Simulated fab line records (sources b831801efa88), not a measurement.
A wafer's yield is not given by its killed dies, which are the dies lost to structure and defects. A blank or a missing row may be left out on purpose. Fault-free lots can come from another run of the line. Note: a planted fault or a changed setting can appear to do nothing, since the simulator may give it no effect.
What tool caused it? / flow sky130 / Sampling: 12 lots, 35 wafers, 5 of 708 route steps

## WHAT THE GAUGES SHOWED, per wafer
SKY_VIA4_THK_MEAS_01.
lot=L791; measured=day 43 15:10; on=film_metro-02; VIA4_HDPCVD_THK (nm)=1790 1754 1756
lot=L793; measured=day 43 23:47; on=film_metro-01; VIA4_HDPCVD_THK (nm)=1791 1757 1797
lot=L794; measured=day 44 08:35; on=film_metro-02; VIA4_HDPCVD_THK (nm)=1767 1728 1730
lot=L795; measured=day 44 09:19; on=film_metro-01; VIA4_HDPCVD_THK (nm)=1740 1771 1752
lot=L796; measured=day 44 12:06; on=film_metro-02; VIA4_HDPCVD_THK (nm)=1763 1754 1783
lot=L797; measured=day 44 12:01; on=film_metro-01; VIA4_HDPCVD_THK (nm)=1721 1746 1739
lot=L805; measured=day 49 01:05; on=film_metro-02; VIA4_HDPCVD_THK (nm)=1751 1761 1739
lot=L806; measured=day 49 10:49; on=film_metro-01; VIA4_HDPCVD_THK (nm)=1734 1760 1720
lot=L809; measured=day 49 11:56; on=film_metro-01; VIA4_HDPCVD_THK (nm)=1715 1734 1726
lot=L808; measured=day 49 13:20; on=film_metro-04; VIA4_HDPCVD_THK (nm)=1750 3101
lot=L811; measured=day 49 13:50; on=film_metro-01; VIA4_HDPCVD_THK (nm)=1748 1742 1749
lot=L812; measured=day 49 15:15; on=film_metro-02; VIA4_HDPCVD_THK (nm)=1749 1716 1747

## WHICH TOOL RAN EACH LOT (tool, then ch and the chambers of the sampled wafers, then the start)
lot=L791; SKY_METAL2_SPUTTER_01=pvd_sputter-02, day 35 16:49; SKY_VIA3_CMP_02=cmp-02 ch 0,1, day 40 06:58; SKY_VIA3_ETCH_15=rie_diel-04 ch 0,1, day 41 09:02; SKY_VIA4_HDPCVD_00=hdpcvd-02 ch 1,2, day 43 14:59
lot=L793; SKY_METAL2_SPUTTER_01=pvd_sputter-02, day 36 00:32; SKY_VIA3_CMP_02=cmp-02 ch 0,1,3, day 40 14:58; SKY_VIA3_ETCH_15=rie_diel-03 ch 1,2,3, day 41 16:55; SKY_VIA4_HDPCVD_00=hdpcvd-02 ch 0,2, day 43 23:35
lot=L794; SKY_METAL2_SPUTTER_01=pvd_sputter-01, day 36 10:37; SKY_VIA3_CMP_02=cmp-01 ch 0,1,2, day 41 00:57; SKY_VIA3_ETCH_15=rie_diel-04 ch 1,2, day 42 03:04; SKY_VIA4_HDPCVD_00=hdpcvd-02 ch 0,2, day 44 08:23
lot=L795; SKY_METAL2_SPUTTER_01=pvd_sputter-02, day 36 12:10; SKY_VIA3_CMP_02=cmp-02 ch 0,2,3, day 41 01:39; SKY_VIA3_ETCH_15=rie_diel-03 ch 0,3, day 42 04:13; SKY_VIA4_HDPCVD_00=hdpcvd-01 ch 0,2, day 44 09:07
lot=L796; SKY_METAL2_SPUTTER_01=pvd_sputter-01, day 36 15:26; SKY_VIA3_CMP_02=cmp-01 ch 0,2,3, day 41 04:48; SKY_VIA3_ETCH_15=rie_diel-04 ch 0,1,3, day 42 06:37; SKY_VIA4_HDPCVD_00=hdpcvd-02 ch 0,1,2, day 44 11:55
lot=L797; SKY_METAL2_SPUTTER_01=pvd_sputter-02, day 36 16:17; SKY_VIA3_CMP_02=cmp-01 ch 0,1,3, day 41 05:30; SKY_VIA3_ETCH_15=rie_diel-03 ch 0,1,2, day 42 06:58; SKY_VIA4_HDPCVD_00=hdpcvd-01 ch 0,1, day 44 11:50
lot=L805; SKY_METAL2_SPUTTER_01=pvd_sputter-04, day 42 01:37; SKY_VIA3_CMP_02=cmp-01 ch 1,2, day 46 06:54; SKY_VIA3_ETCH_15=rie_diel-01 ch 1,2,3, day 47 04:45; SKY_VIA4_HDPCVD_00=hdpcvd-02 ch 0,2, day 49 00:53
lot=L806; SKY_METAL2_SPUTTER_01=pvd_sputter-02, day 42 13:52; SKY_VIA3_CMP_02=cmp-02 ch 0,2, day 46 17:26; SKY_VIA3_ETCH_15=rie_diel-04 ch 0,2,3, day 47 15:36; SKY_VIA4_HDPCVD_00=hdpcvd-01 ch 0,1, day 49 10:37
lot=L809; SKY_METAL2_SPUTTER_01=pvd_sputter-04, day 42 15:20; SKY_VIA3_CMP_02=cmp-01 ch 1,2,3, day 46 19:03; SKY_VIA3_ETCH_15=rie_diel-03 ch 1,2,3, day 47 17:28; SKY_VIA4_HDPCVD_00=hdpcvd-02 ch 0,1,2, day 49 11:46
lot=L808; SKY_METAL2_SPUTTER_01=pvd_sputter-01, day 42 17:39; SKY_VIA3_CMP_02=cmp-01 ch 1,2, day 46 20:22; SKY_VIA3_ETCH_15=rie_diel-03 ch 0,2, day 47 19:03; SKY_VIA4_HDPCVD_00=hdpcvd-02 ch 0,2, day 49 13:08
lot=L811; SKY_METAL2_SPUTTER_01=pvd_sputter-04, day 42 18:20; SKY_VIA3_CMP_02=cmp-01 ch 1,2,3, day 46 21:23; SKY_VIA3_ETCH_15=rie_diel-03 ch 1,2, day 47 19:46; SKY_VIA4_HDPCVD_00=hdpcvd-01 ch 1,2, day 49 13:40
lot=L812; SKY_METAL2_SPUTTER_01=pvd_sputter-01, day 42 21:51; SKY_VIA3_CMP_02=cmp-02 ch 2,3, day 46 22:58; SKY_VIA3_ETCH_15=rie_diel-01 ch 0,2,3, day 47 21:58; SKY_VIA4_HDPCVD_00=hdpcvd-01 ch 0,1,2, day 49 15:08
- SKY_METAL2_SPUTTER_01: material TiN, target thk 20 nm, time 16.7 s.
- SKY_VIA3_CMP_02: polishes SiO2.
- SKY_VIA3_ETCH_15: etches SiO2 in C4F8/O2/Ar, stops on TiN, target depth 507 nm, time 78 s.
- SKY_VIA4_HDPCVD_00: deposits SiO2, target thk 1750 nm, time 291.7 s.

## WHAT THE TOOLS THEMSELVES READ (means of the sampled wafers that have a number; where no wafer has one, the mark that the record gives instead)
SKY_METAL2_SPUTTER_01.
lot=L791; tool=pvd_sputter-02; throttle_valve_pct (%)=29.9
lot=L793; tool=pvd_sputter-02; throttle_valve_pct (%)=30.1
lot=L794; tool=pvd_sputter-01; throttle_valve_pct (%)=28.8
lot=L795; tool=pvd_sputter-02; throttle_valve_pct (%)=29.6
lot=L796; tool=pvd_sputter-01; throttle_valve_pct (%)=29.0
lot=L797; tool=pvd_sputter-02; throttle_valve_pct (%)=29.6
lot=L805; tool=pvd_sputter-04; throttle_valve_pct (%)=29.4
lot=L806; tool=pvd_sputter-02; throttle_valve_pct (%)=30.2
lot=L809; tool=pvd_sputter-04; throttle_valve_pct (%)=30.3
lot=L808; tool=pvd_sputter-01; throttle_valve_pct (%)=29.1
lot=L811; tool=pvd_sputter-04; throttle_valve_pct (%)=30.7
lot=L812; tool=pvd_sputter-01; throttle_valve_pct (%)=28.7

SKY_VIA3_CMP_02.
lot=L791; tool=cmp-02; head_pressure_psi (psi)=3.993; motor_current_A (A)=11.9
lot=L793; tool=cmp-02; head_pressure_psi (psi)=3.995; motor_current_A (A)=12.6
lot=L794; tool=cmp-01; head_pressure_psi (psi)=4.012; motor_current_A (A)=13.0
lot=L795; tool=cmp-02; head_pressure_psi (psi)=4.004; motor_current_A (A)=12.3
lot=L796; tool=cmp-01; head_pressure_psi (psi)=3.990; motor_current_A (A)=13.2
lot=L797; tool=cmp-01; head_pressure_psi (psi)=3.998; motor_current_A (A)=11.6
lot=L805; tool=cmp-01; head_pressure_psi (psi)=4.010; motor_current_A (A)=13.1
lot=L806; tool=cmp-02; head_pressure_psi (psi)=3.998; motor_current_A (A)=12.0
lot=L809; tool=cmp-01; head_pressure_psi (psi)=3.991; motor_current_A (A)=12.0
lot=L808; tool=cmp-01; head_pressure_psi (psi)=4.005; motor_current_A (A)=12.7
lot=L811; tool=cmp-01; head_pressure_psi (psi)=3.998; motor_current_A (A)=12.3
lot=L812; tool=cmp-02; head_pressure_psi (psi)=4.000; motor_current_A (A)=12.4

SKY_VIA3_ETCH_15.
lot=L791; tool=rie_diel-04; oes_product_au (a.u.)=0.951; rf_fwd_power_W (W)=1492
lot=L793; tool=rie_diel-03; oes_product_au (a.u.)=0.950; rf_fwd_power_W (W)=1486
lot=L794; tool=rie_diel-04; oes_product_au (a.u.)=0.949; rf_fwd_power_W (W)=1492
lot=L795; tool=rie_diel-03; oes_product_au (a.u.)=0.946; rf_fwd_power_W (W)=1491
lot=L796; tool=rie_diel-04; oes_product_au (a.u.)=0.948; rf_fwd_power_W (W)=1488
lot=L797; tool=rie_diel-03; oes_product_au (a.u.)=0.944; rf_fwd_power_W (W)=1486
lot=L805; tool=rie_diel-01; oes_product_au (a.u.)=0.949; rf_fwd_power_W (W)=1490
lot=L806; tool=rie_diel-04; oes_product_au (a.u.)=0.944; rf_fwd_power_W (W)=1485
lot=L809; tool=rie_diel-03; oes_product_au (a.u.)=0.947; rf_fwd_power_W (W)=1487
lot=L808; tool=rie_diel-03; oes_product_au (a.u.)=0.948; rf_fwd_power_W (W)=1486
lot=L811; tool=rie_diel-03; oes_product_au (a.u.)=0.951; rf_fwd_power_W (W)=1490
lot=L812; tool=rie_diel-01; oes_product_au (a.u.)=0.946; rf_fwd_power_W (W)=1489

## THE ANSWER, worked out from the rows above alone
Rule: usual is defined by the lots themselves. Put in order of their means at a reading, lots are off if they are a third of the lots or fewer, leave a main group of 4 or more, and stand apart from it by a gap of 3 or more times the standard deviation of the main group's means; of several such gaps the widest counts. If all means in a main group match to the digits the tables above print for the reading, that group is not used. Also off: a lot with no number at a reading for which 4 or more lots have one. All remaining lots with rows at the step are treated as sound. After the gauges, taken in route order, come the tools' own readings; for these a lot's mean is taken, as printed above. The first step at which some lot is off is used, and at that step the reading that is off furthest; a lot without a number counts as furthest.
Off: L808, seen at SKY_VIA4_THK_MEAS_01 (VIA4_HDPCVD_THK). Mean 1749 nm and standard deviation 16 in the main group.
If a tool, at a process step before that reading, ran all the lots that are off and no sound lot after the first of them, it fits. Gauges at SKY_VIA4_THK_MEAS_01: tried the same way as those tools. Can't be told from this: 2 tools fit, hdpcvd-02 at SKY_VIA4_HDPCVD_00, film_metro-04 at SKY_VIA4_THK_MEAS_01.

## WHAT WAS PUT IN BY THE SIMULATOR
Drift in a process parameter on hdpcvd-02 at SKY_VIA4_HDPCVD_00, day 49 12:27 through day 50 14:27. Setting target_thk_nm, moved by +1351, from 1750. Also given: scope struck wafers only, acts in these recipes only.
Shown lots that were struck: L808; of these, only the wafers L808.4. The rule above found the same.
